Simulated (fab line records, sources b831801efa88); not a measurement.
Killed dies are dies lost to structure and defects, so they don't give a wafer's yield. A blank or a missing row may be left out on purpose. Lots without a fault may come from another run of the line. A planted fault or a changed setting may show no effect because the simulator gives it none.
Problem report in the 8D (eight disciplines) form, filled by code | flow sky130 | the parts of the form that need people (team, actions taken, sign-off) are left out

1. THE PROBLEM
POLY_GATE_CVD_00_THK at SKY_POLY_GATE_THK_MEAS_01 reads a mean of 102.4 nm on 3 wafers of 1 lot; wafers without a fault read 179.7 nm with a standard deviation of 1.5. That is -52 standard deviations from the usual mean.
First seen on wafer L626.1, day 16 21:49, on film_metro-02. The record holds 33 wafers of 11 lots with a number at this step. Rule for "out", or "out of limits": more than 4 standard deviations from the usual mean. The other wafers with a number count as sound.

2. WHAT IT IS AND WHAT IT IS NOT
question                    | is                     | is not
which readings at this step | POLY_GATE_CVD_00_THK   | -
which lots                  | L626                   | L618, L619, L621, L622, L623, L624, L636, L637, L640, L641
which wafers of those lots  | all that have a number | -
read on which gauges        | film_metro-02          | film_metro-01, film_metro-03
when                        | from day 16 21:49      | up to then (18 sound wafers); but 12 sound wafers of L636, L637, L640, L641 came after

3. SUSPECTS, AND WHAT RULES EACH OUT
Counting: a tool at a process step up to the reading stays a suspect if it ran every lot that is out and no sound lot after the first of them.
- the gauge at SKY_POLY_GATE_THK_MEAS_01: ruled out. All the wafers that are out were read on film_metro-02, but those of them that SKY_POLY_GATE_CVD_00 has rows for are out there too, on other tools.
- lpcvd-01 at SKY_POLY_GATE_CVD_00 (deposits poly-Si, target thk 180 nm, time 720 s): ruled out as a lasting fault. Sound lots L636, L637, L640, L641 ran on it after its first lot that is out, L626 (day 16 20:37).
Left after counting: nothing in the record.

4. THE CAUSE (what the simulator had put in)
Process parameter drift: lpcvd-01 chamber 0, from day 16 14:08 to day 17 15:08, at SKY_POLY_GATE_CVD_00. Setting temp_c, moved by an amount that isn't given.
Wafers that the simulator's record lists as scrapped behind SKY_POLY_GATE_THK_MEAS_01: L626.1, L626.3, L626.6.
Counting ruled it out, wrongly: the rule takes a fault to strike every lot that its tool runs from its start on, and this one did not.

5. THE CHAIN OF EFFECTS, in route order
Each row: a reading whose mean over the struck wafers that have a number lies more than 3 standard deviations from the usual. Only readings for which the record gives a usual standard deviation are gone through. hours: the time from each lot's start at the first step in this table that gives one to its start at this step, as a median over the lots. sigmas: the change in usual standard deviations.
hours | step                      | reading              | usual    | on struck wafers | change | sigmas
0     | SKY_POLY_GATE_CVD_00      | spike_tc_bottom_C    | 642 C    | 613              | -29    | -7.2
0     | SKY_POLY_GATE_CVD_00      | spike_tc_centre_C    | 621.4 C  | 597.7            | -23.7  | -22
0     | SKY_POLY_GATE_CVD_00      | spike_tc_lower_C     | 620.1 C  | 596.4            | -23.7  | -20
0     | SKY_POLY_GATE_CVD_00      | spike_tc_top_C       | 642.8 C  | 617.6            | -25.2  | -13
0     | SKY_POLY_GATE_CVD_00      | spike_tc_upper_C     | 618.9 C  | 595.8            | -23.1  | -18
0     | SKY_POLY_GATE_CVD_00      | susceptor_temp_C     | 619.99 C | 596.31           | -23.68 | -85
1     | SKY_POLY_GATE_THK_MEAS_01 | POLY_GATE_CVD_00_THK | 179.7 nm | 102.4            | -77.3  | -52
The process steps in it:
- SKY_POLY_GATE_CVD_00: deposits poly-Si, target thk 180 nm, time 720 s.

6. WHAT WOULD HAVE CAUGHT IT SOONER
In this record the first reading out of limits at a measuring or inspecting step was taken at day 16 21:49, 8 hours after the fault began at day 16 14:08.
The tool's own readings at SKY_POLY_GATE_CVD_00 were out on every struck wafer that the step has a row for (spike_tc_bottom_C, spike_tc_centre_C, spike_tc_lower_C, spike_tc_top_C, spike_tc_upper_C, susceptor_temp_C): an alarm limit on them would have fired on the first of those.
